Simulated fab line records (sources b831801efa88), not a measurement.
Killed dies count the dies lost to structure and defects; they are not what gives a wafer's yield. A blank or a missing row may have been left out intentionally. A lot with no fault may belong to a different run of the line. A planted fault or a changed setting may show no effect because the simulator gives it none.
Which tool was responsible? || flow gf180mcu || 14 lots, 42 wafers sampled, at 4 steps of a route of 602

## WHAT THE GAUGES SHOWED, per wafer
GF_HV_LDD_THK_MEAS_55.
{"lot": "L313", "measured": "day 12 10:04", "on": "film-metro-01", "HV_LDD_CVD_54_THK (nm)": "10.27 10.42 10.26"}
{"lot": "L314", "measured": "day 12 18:43", "on": "film-metro-04", "HV_LDD_CVD_54_THK (nm)": "9.71 9.81 9.84"}
{"lot": "L315", "measured": "day 13 13:11", "on": "film-metro-03", "HV_LDD_CVD_54_THK (nm)": "10.32 10.24 10.28"}
{"lot": "L316", "measured": "day 13 22:14", "on": "film-metro-01", "HV_LDD_CVD_54_THK (nm)": "9.87 9.85 9.76"}
{"lot": "L317", "measured": "day 13 22:20", "on": "film-metro-03", "HV_LDD_CVD_54_THK (nm)": "9.94 10.01 10.11"}
{"lot": "L318", "measured": "day 14 03:35", "on": "film-metro-03", "HV_LDD_CVD_54_THK (nm)": "10.00 10.06 10.04"}
{"lot": "L319", "measured": "day 14 08:33", "on": "film-metro-03", "HV_LDD_CVD_54_THK (nm)": "9.78 9.77 9.91"}
{"lot": "L326", "measured": "day 16 19:01", "on": "film-metro-03", "HV_LDD_CVD_54_THK (nm)": "9.98 9.97 9.84"}
{"lot": "L327", "measured": "day 17 02:38", "on": "film-metro-04", "HV_LDD_CVD_54_THK (nm)": "10.01 10.11 9.98"}
{"lot": "L331", "measured": "day 18 16:53", "on": "film-metro-03", "HV_LDD_CVD_54_THK (nm)": "9.80 9.78 9.80"}
{"lot": "L332", "measured": "day 18 23:19", "on": "film-metro-04", "HV_LDD_CVD_54_THK (nm)": "10.10 10.02 10.00"}
{"lot": "L333", "measured": "day 19 06:32", "on": "film-metro-03", "HV_LDD_CVD_54_THK (nm)": "9.88 9.92 9.91"}
{"lot": "L335", "measured": "day 19 17:56", "on": "film-metro-03", "HV_LDD_CVD_54_THK (nm)": "9.94 9.83 9.88"}
{"lot": "L336", "measured": "day 20 11:14", "on": "film-metro-01", "HV_LDD_CVD_54_THK (nm)": "10.13 9.96 9.96"}

GF_SALICIDE_THK_MEAS_05: measures by xrf.
{"lot": "L313", "measured": "day 15 01:06", "on": "film-metro-01", "SALICIDE_TIN_THK (nm)": "19.71 20.16 19.89"}
{"lot": "L314", "measured": "day 15 10:59", "on": "film-metro-01", "SALICIDE_TIN_THK (nm)": "20.00 19.98 19.87"}
{"lot": "L315", "measured": "day 16 06:40", "on": "film-metro-01", "SALICIDE_TIN_THK (nm)": "19.69 19.34 19.38"}
{"lot": "L316", "measured": "day 16 16:13", "on": "film-metro-03", "SALICIDE_TIN_THK (nm)": "19.30 19.18 19.42"}
{"lot": "L317", "measured": "day 16 18:02", "on": "film-metro-03", "SALICIDE_TIN_THK (nm)": "19.72 19.71 19.82"}
{"lot": "L318", "measured": "day 17 00:20", "on": "film-metro-01", "SALICIDE_TIN_THK (nm)": "20.11 19.95 19.94"}
{"lot": "L319", "measured": "day 17 03:55", "on": "film-metro-02", "SALICIDE_TIN_THK (nm)": "19.78 19.56 19.64"}
{"lot": "L326", "measured": "day 19 22:29", "on": "film-metro-02", "SALICIDE_TIN_THK (nm)": "20.01 19.83 20.04"}
{"lot": "L327", "measured": "day 20 06:20", "on": "film-metro-01", "SALICIDE_TIN_THK (nm)": "19.51 19.94 19.91"}
{"lot": "L331", "measured": "day 21 20:37", "on": "film-metro-01", "SALICIDE_TIN_THK (nm)": "19.52 19.64 19.72"}
{"lot": "L332", "measured": "day 22 03:23", "on": "film-metro-02", "SALICIDE_TIN_THK (nm)": "20.12 19.99 19.67"}
{"lot": "L333", "measured": "day 22 09:44", "on": "film-metro-02", "SALICIDE_TIN_THK (nm)": "19.95 20.10 20.13"}
{"lot": "L335", "measured": "day 22 19:29", "on": "film-metro-02", "SALICIDE_TIN_THK (nm)": "19.96 20.12 20.07"}
{"lot": "L336", "measured": "day 23 14:59", "on": "film-metro-02", "SALICIDE_TIN_THK (nm)": "19.57 19.77 19.91"}

GF_CONTACT_THK_MEAS_03.
{"lot": "L313", "measured": "day 15 01:43", "on": "film-metro-03", "CONTACT_CVD_02_THK (nm)": "875 878 875"}
{"lot": "L314", "measured": "day 15 11:31", "on": "film-metro-03", "CONTACT_CVD_02_THK (nm)": "855 869 867"}
{"lot": "L315", "measured": "day 16 07:11", "on": "film-metro-03", "CONTACT_CVD_02_THK (nm)": "862 869 863"}
{"lot": "L316", "measured": "day 16 16:45", "on": "film-metro-04", "CONTACT_CVD_02_THK (nm)": "859 878 862"}
{"lot": "L317", "measured": "day 16 18:35", "on": "film-metro-03", "CONTACT_CVD_02_THK (nm)": "857 848 862"}
{"lot": "L318", "measured": "day 17 00:52", "on": "film-metro-04", "CONTACT_CVD_02_THK (nm)": "864 887 894"}
{"lot": "L319", "measured": "day 17 04:27", "on": "film-metro-04", "CONTACT_CVD_02_THK (nm)": "841 846 852"}
{"lot": "L326", "measured": "day 19 23:01", "on": "film-metro-01", "CONTACT_CVD_02_THK (nm)": "846 868 859"}
{"lot": "L327", "measured": "day 20 06:52", "on": "film-metro-03", "CONTACT_CVD_02_THK (nm)": "855 859 867"}
{"lot": "L331", "measured": "day 21 21:16", "on": "film-metro-04", "CONTACT_CVD_02_THK (nm)": "853 857 862"}
{"lot": "L332", "measured": "day 22 03:54", "on": "film-metro-04", "CONTACT_CVD_02_THK (nm)": "858 858 863"}
{"lot": "L333", "measured": "day 22 10:16", "on": "film-metro-04", "CONTACT_CVD_02_THK (nm)": "859 874 871"}
{"lot": "L335", "measured": "day 22 20:07", "on": "film-metro-01", "CONTACT_CVD_02_THK (nm)": "866 873 852"}
{"lot": "L336", "measured": "day 23 15:31", "on": "film-metro-03", "CONTACT_CVD_02_THK (nm)": "864 855 857"}

## WHICH TOOL RAN EACH LOT (tool, then ch and the chambers of the sampled wafers, then the start)
{"lot": "L313", "GF_SAB_ETCH_11": "rie-diel-04 ch 1,2,3, day 15 00:29"}
{"lot": "L314", "GF_SAB_ETCH_11": "rie-diel-03 ch 0,3, day 15 10:28"}
{"lot": "L315", "GF_SAB_ETCH_11": "rie-diel-01 ch 2,3, day 16 06:10"}
{"lot": "L316", "GF_SAB_ETCH_11": "rie-diel-04 ch 0,1, day 16 15:40"}
{"lot": "L317", "GF_SAB_ETCH_11": "rie-diel-03 ch 1,2, day 16 17:31"}
{"lot": "L318", "GF_SAB_ETCH_11": "rie-diel-03 ch 2,3, day 16 23:49"}
{"lot": "L319", "GF_SAB_ETCH_11": "rie-diel-03 ch 0,1,2, day 17 03:25"}
{"lot": "L326", "GF_SAB_ETCH_11": "rie-diel-01 ch 0,1,3, day 19 21:57"}
{"lot": "L327", "GF_SAB_ETCH_11": "rie-diel-01 ch 0,1,3, day 20 05:49"}
{"lot": "L331", "GF_SAB_ETCH_11": "rie-diel-04 ch 1,2,3, day 21 20:07"}
{"lot": "L332", "GF_SAB_ETCH_11": "rie-diel-03 ch 0,1,2, day 22 02:52"}
{"lot": "L333", "GF_SAB_ETCH_11": "rie-diel-04 ch 0,2, day 22 09:13"}
{"lot": "L335", "GF_SAB_ETCH_11": "rie-diel-01 ch 0,2,3, day 22 18:59"}
{"lot": "L336", "GF_SAB_ETCH_11": "rie-diel-01 ch 0,1,2, day 23 14:28"}
- GF_SAB_ETCH_11: etches SiO2 in C4F8/O2/Ar, target depth 55 nm, time 8.5 s.

## AS READ BY THE TOOLS THEMSELVES (means over the sampled wafers that have a number; for cases with no such wafer, the mark the record gives instead)
GF_SAB_ETCH_11.
{"lot": "L313", "tool": "rie-diel-04", "oes-product-au (a.u.)": 0.994}
{"lot": "L314", "tool": "rie-diel-03", "oes-product-au (a.u.)": 1.002}
{"lot": "L315", "tool": "rie-diel-01", "oes-product-au (a.u.)": 0.994}
{"lot": "L316", "tool": "rie-diel-04", "oes-product-au (a.u.)": 0.997}
{"lot": "L317", "tool": "rie-diel-03", "oes-product-au (a.u.)": 1.004}
{"lot": "L318", "tool": "rie-diel-03", "oes-product-au (a.u.)": 1.001}
{"lot": "L319", "tool": "rie-diel-03", "oes-product-au (a.u.)": 1.002}
{"lot": "L326", "tool": "rie-diel-01", "oes-product-au (a.u.)": 0.910}
{"lot": "L327", "tool": "rie-diel-01", "oes-product-au (a.u.)": 0.904}
{"lot": "L331", "tool": "rie-diel-04", "oes-product-au (a.u.)": 1.001}
{"lot": "L332", "tool": "rie-diel-03", "oes-product-au (a.u.)": 1.006}
{"lot": "L333", "tool": "rie-diel-04", "oes-product-au (a.u.)": 1.003}
{"lot": "L335", "tool": "rie-diel-01", "oes-product-au (a.u.)": 1.003}
{"lot": "L336", "tool": "rie-diel-01", "oes-product-au (a.u.)": 0.995}

## THE ANSWER, worked out from the rows above alone
Rule: the lots themselves supply what counts as usual. The widest of any qualifying gaps counts: lots, ordered by their means at a reading, are off when they make up no more than a third of the lots, leave a main group of 4 or more, and stand apart from it by 3 or more times the standard deviation of that group's means. If all means in a main group match to the digits the tables above print for the reading, that group is not used. Also off: a lot with no number at a reading for which 4 or more lots have one. All remaining lots with rows at the step are treated as sound. First the gauges in route order, then the tools' own readings, where a lot's mean is used as printed above. At the first step where some lot is off, the reading lying furthest off is the one used; lots without a number count as furthest.
Off: L326, L327 (GF_SAB_ETCH_11, oes-product-au). Main group: mean 1.000 a.u., sd 0.0039.
If a tool, at that step or one of the process steps before it, ran each lot that is off and ran no sound lot following the first of them, it fits. No candidate that was tried fits.

## WHAT HAD BEEN PUT IN BY THE SIMULATOR
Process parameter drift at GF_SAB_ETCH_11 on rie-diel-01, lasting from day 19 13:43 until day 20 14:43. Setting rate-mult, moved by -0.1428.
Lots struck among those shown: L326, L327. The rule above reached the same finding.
